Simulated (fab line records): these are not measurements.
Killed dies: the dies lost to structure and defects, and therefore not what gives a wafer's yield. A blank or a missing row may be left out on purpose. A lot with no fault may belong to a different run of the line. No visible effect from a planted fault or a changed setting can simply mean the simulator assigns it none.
The tool behind it: which one? ; flow gf180mcu ; 13 lots with 39 wafers sampled at 5 steps, on a route of 602 steps

WHAT THE GAUGES READ, wafer by wafer
GF_V4_RS_MEAS_24: uses a four-point probe to measure.
lot;measured;on;V4_W_RS (ohm/sq)
L225;day 25 01:31;film-metro-04;0.323 0.328 0.328
L226;day 25 05:55;film-metro-01;0.324 0.326 0.326
L227;day 25 18:53;film-metro-03;0.325 0.329 0.323
L229;day 26 02:37;film-metro-01;0.326 0.325 0.329
L228;day 26 02:38;film-metro-03;0.329 0.326 0.328
L234;day 27 17:15;film-metro-04;0.326 0.330 0.326
L235;day 28 01:43;film-metro-03;0.321 0.324 0.322
L237;day 28 16:43;film-metro-01;0.331 0.332 0.331
L238;day 28 21:38;film-metro-04;0.327 0.331 0.333
L240;day 29 13:43;film-metro-03;0.328 0.332 0.333
L243;day 30 08:30;film-metro-03;0.335 0.330 0.330
L245;day 30 18:28;film-metro-03;0.328 0.330 0.330
L247;day 31 12:41;film-metro-03;0.327 0.326 0.323

GF_MIM_THK_MEAS_06.
lot;measured;on;MIM_CVD_05_THK (nm)
L225;day 25 02:14;film-metro-01;42.3 41.7 42.9
L226;day 25 06:38;film-metro-03;40.6 41.5 42.2
L227;day 25 19:37;film-metro-01;42.4 42.5 42.7
L229;day 26 03:20;film-metro-02;41.9 41.4 42.0
L228;day 26 03:22;film-metro-01;41.5 41.9 41.9
L234;day 27 18:00;film-metro-02;31.3 32.1 42.7
L235;day 28 02:26;film-metro-02;41.7 42.3 41.7
L237;day 28 17:27;film-metro-01;41.0 31.5 42.5
L238;day 28 22:22;film-metro-03;41.5 41.5 41.5
L240;day 29 14:26;film-metro-03;41.6 42.4 43.4
L243;day 30 09:13;film-metro-03;42.1 41.7 42.2
L245;day 30 19:11;film-metro-01;42.9 43.4 43.6
L247;day 31 13:25;film-metro-03;42.0 42.6 43.3

TOOL THAT RAN EACH LOT (tool first, then ch and the chambers of the sampled wafers, then the start)
lot;GF_V4_SPUTTER_22;GF_MIM_SPUTTER_00;GF_MIM_CVD_05
L225;pvd-sputter-01, day 25 01:20;pvd-sputter-04, day 25 01:58;pecvd-04 ch 0,1, day 25 02:11
L226;pvd-sputter-02, day 25 05:44;pvd-sputter-04, day 25 06:22;pecvd-02 ch 0,1, day 25 06:35
L227;pvd-sputter-03, day 25 18:43;pvd-sputter-02, day 25 19:22;pecvd-01 ch 0,1,2, day 25 19:35
L229;pvd-sputter-03, day 26 02:27;pvd-sputter-04, day 26 03:05;pecvd-04 ch 0,1, day 26 03:19
L228;pvd-sputter-02, day 26 02:29;pvd-sputter-03, day 26 03:07;pecvd-02 ch 1,2, day 26 03:20
L234;pvd-sputter-02, day 27 17:04;pvd-sputter-03, day 27 17:43;pecvd-02 ch 0,1, day 27 17:56
L235;pvd-sputter-03, day 28 01:32;pvd-sputter-02, day 28 02:11;pecvd-04 ch 0,1, day 28 02:24
L237;pvd-sputter-02, day 28 16:34;pvd-sputter-04, day 28 17:11;pecvd-02 ch 1,2, day 28 17:25
L238;pvd-sputter-01, day 28 21:29;pvd-sputter-04, day 28 22:07;pecvd-01 ch 0,2, day 28 22:20
L240;pvd-sputter-01, day 29 13:32;pvd-sputter-04, day 29 14:10;pecvd-01 ch 0,2, day 29 14:23
L243;pvd-sputter-01, day 30 08:17;pvd-sputter-02, day 30 08:55;pecvd-04 ch 0,1,2, day 30 09:10
L245;pvd-sputter-02, day 30 18:17;pvd-sputter-03, day 30 18:55;pecvd-01 ch 1,2, day 30 19:08
L247;pvd-sputter-03, day 31 12:32;pvd-sputter-03, day 31 13:10;pecvd-04 ch 0,1,2, day 31 13:23
- GF_V4_SPUTTER_22: material TiN, target thk 10 nm, time 40 s.
- GF_MIM_SPUTTER_00: material Ti, target thk 37.5 nm, time 150 s.
- GF_MIM_CVD_05: deposits Si3N4, target thk 42 nm, time 29.086 s.

WHAT THE TOOLS THEMSELVES READ (means of the sampled wafers that have a number; where no wafer has one, the mark that the record gives instead)
GF_V4_SPUTTER_22.
lot;tool;chamber-pressure-pa (Pa);throttle-valve-pct (%)
L225;pvd-sputter-01;4.994;30.9
L226;pvd-sputter-02;4.996;30.1
L227;pvd-sputter-03;5.003;29.9
L229;pvd-sputter-03;5.002;29.5
L228;pvd-sputter-02;4.990;30.4
L234;pvd-sputter-02;5.013;30.1
L235;pvd-sputter-03;4.995;29.6
L237;pvd-sputter-02;4.993;30.1
L238;pvd-sputter-01;4.996;30.6
L240;pvd-sputter-01;5.002;30.4
L243;pvd-sputter-01;4.998;31.3
L245;pvd-sputter-02;5.002;29.9
L247;pvd-sputter-03;5.008;30.4

GF_MIM_SPUTTER_00.
lot;tool;chamber-pressure-pa (Pa);substrate-temp-c (C);throttle-valve-pct (%)
L225;pvd-sputter-04;1.999;199.90;29.1
L226;pvd-sputter-04;2.003;200.03;30.1
L227;pvd-sputter-02;1.999;200.04;30.1
L229;pvd-sputter-04;1.996;199.94;30.1
L228;pvd-sputter-03;1.998;199.88;29.4
L234;pvd-sputter-03;2.001;199.96;28.7
L235;pvd-sputter-02;1.998;200.13;30.0
L237;pvd-sputter-04;2.001;199.93;29.0
L238;pvd-sputter-04;2.002;200.09;29.9
L240;pvd-sputter-04;2.001;200.02;30.2
L243;pvd-sputter-02;2.006;199.97;30.4
L245;pvd-sputter-03;2.001;200.02;30.1
L247;pvd-sputter-03;2.000;200.03;29.7

GF_MIM_CVD_05.
lot;tool;heater-power-w (W)
L225;pecvd-04;684
L226;pecvd-02;595
L227;pecvd-01;669
L229;pecvd-04;638
L228;pecvd-02;676
L234;pecvd-02;647
L235;pecvd-04;614
L237;pecvd-02;669
L238;pecvd-01;749
L240;pecvd-01;773
L243;pecvd-04;675
L245;pecvd-01;685
L247;pecvd-04;647

THE ANSWER, worked out from the rows above alone
Rule: the usual values come from the lots themselves. The widest of any qualifying gaps counts: lots, ordered by their means at a reading, are off when they make up no more than a third of the lots, leave a main group of 4 or more, and stand apart from it by 3 or more times the standard deviation of that group's means. A main group is skipped when, at the precision printed for the reading in the tables above, its means are all equal. A lot without any number at a reading at which 4 lots or more have one is off too. Where the step has rows for the other lots, those lots are counted as sound. First the gauges in route order, then the tools' own readings, where a lot's mean is used as printed above. At the first step where some lot is off, the reading lying furthest off is the one used; lots without a number count as furthest.
Off: at GF_MIM_THK_MEAS_06 (MIM_CVD_05_THK), L234, L237. Main group: mean 42.1 nm, sd 0.53.
If a tool, at a process step before that reading, ran all the lots that are off and no sound lot after the first of them, it fits. The gauges at GF_MIM_THK_MEAS_06 are tried like those tools. One fits: pecvd-02 at GF_MIM_CVD_05. A fault onset in the window from L228 (day 26 03:20, its last sound lot) to L234 (day 27 17:56, its first lot off) fits.

WHAT THE SIMULATOR PUT IN
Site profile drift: pecvd-02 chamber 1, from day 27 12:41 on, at GF_MIM_CVD_05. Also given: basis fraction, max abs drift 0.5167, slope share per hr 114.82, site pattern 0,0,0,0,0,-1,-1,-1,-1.
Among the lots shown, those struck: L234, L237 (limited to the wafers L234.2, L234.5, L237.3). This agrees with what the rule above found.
